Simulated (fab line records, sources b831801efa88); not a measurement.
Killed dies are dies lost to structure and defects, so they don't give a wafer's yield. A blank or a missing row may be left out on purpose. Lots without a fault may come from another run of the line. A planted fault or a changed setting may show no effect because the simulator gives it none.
One fault seen from 2 desks | flow sky130 | each desk has only its own numbers; what lay behind them comes last

THE METROLOGY DESK
What the gauges read, lot by lot, whatever tool the lot ran on: means of the sampled wafers that have a number. A lot is out of limits, marked OUT, if its mean lies more than 4 standard deviations from the usual mean; the brackets give that distance.
Columns: A = CONTACT_W_RS at SKY_CONTACT_RS_MEAS_25, usual 0.339 ohm/sq; B = CONTACT_W_THK at SKY_CONTACT_THK_MEAS_26, usual 331 nm
lot  | first seen here | A     | B
L434 | day 31 16:20    | 0.335 | 335
L439 | day 33 14:41    | 0.346 | 324
L440 | day 33 17:50    | 0.342 | 333
L441 | day 34 00:56    | 0.335 | 335
L451 | day 37 02:50    | 0.340 | 324
L456 | day 39 05:11    | 0.343 | 330
This desk's finding: nothing out of limits on any of the 6 lots.

THE TOOL OWNER'S DESK: pvd_sputter-01
The tool's own readings at SKY_METAL1_SPUTTER_03 (material Ti, target thk 5 nm, time 3.3 s): means of the sampled wafers that have a number, for each lot that ran on this tool. A lot is out of limits, marked OUT, if its mean lies more than 4 standard deviations from the usual mean; the brackets give that distance.
Columns: A = chamber_pressure_pa at SKY_METAL1_SPUTTER_03, usual 0.3999 Pa; B = throttle_valve_pct at SKY_METAL1_SPUTTER_03, usual 29.9 %
lot  | first seen here | A                | B
L439 | day 33 15:11    | 0.4159 (+20) OUT | 29.1
L440 | day 33 18:22    | 0.4319 (+40) OUT | 28.8
L456 | day 39 05:44    | 0.3996           | 29.6
This desk's finding: out of limits on L439, L440; first on L439, day 33 15:11 (chamber_pressure_pa at SKY_METAL1_SPUTTER_03). In limits: L456.

PUT TOGETHER
The tool owner's desk could have raised an alarm at day 33 15:11, on L439, L440.
The metrology desk saw nothing out of limits.
The metrology desk has L439, L440 on record, within its limits.
Of the lots named, all ran SKY_METAL1_SPUTTER_03 on pvd_sputter-01.

WHAT THE SIMULATOR HAD PUT IN
Process parameter drift: pvd_sputter-01, from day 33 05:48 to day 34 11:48, at SKY_METAL1_SPUTTER_03. Setting chamber_pressure_pa, moved by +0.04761, from 0.4. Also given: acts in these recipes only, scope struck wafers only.
Lots struck among those shown: L439, L440.
Hours from the fault's start to each desk's first reading out of limits: the tool owner's desk, 9.
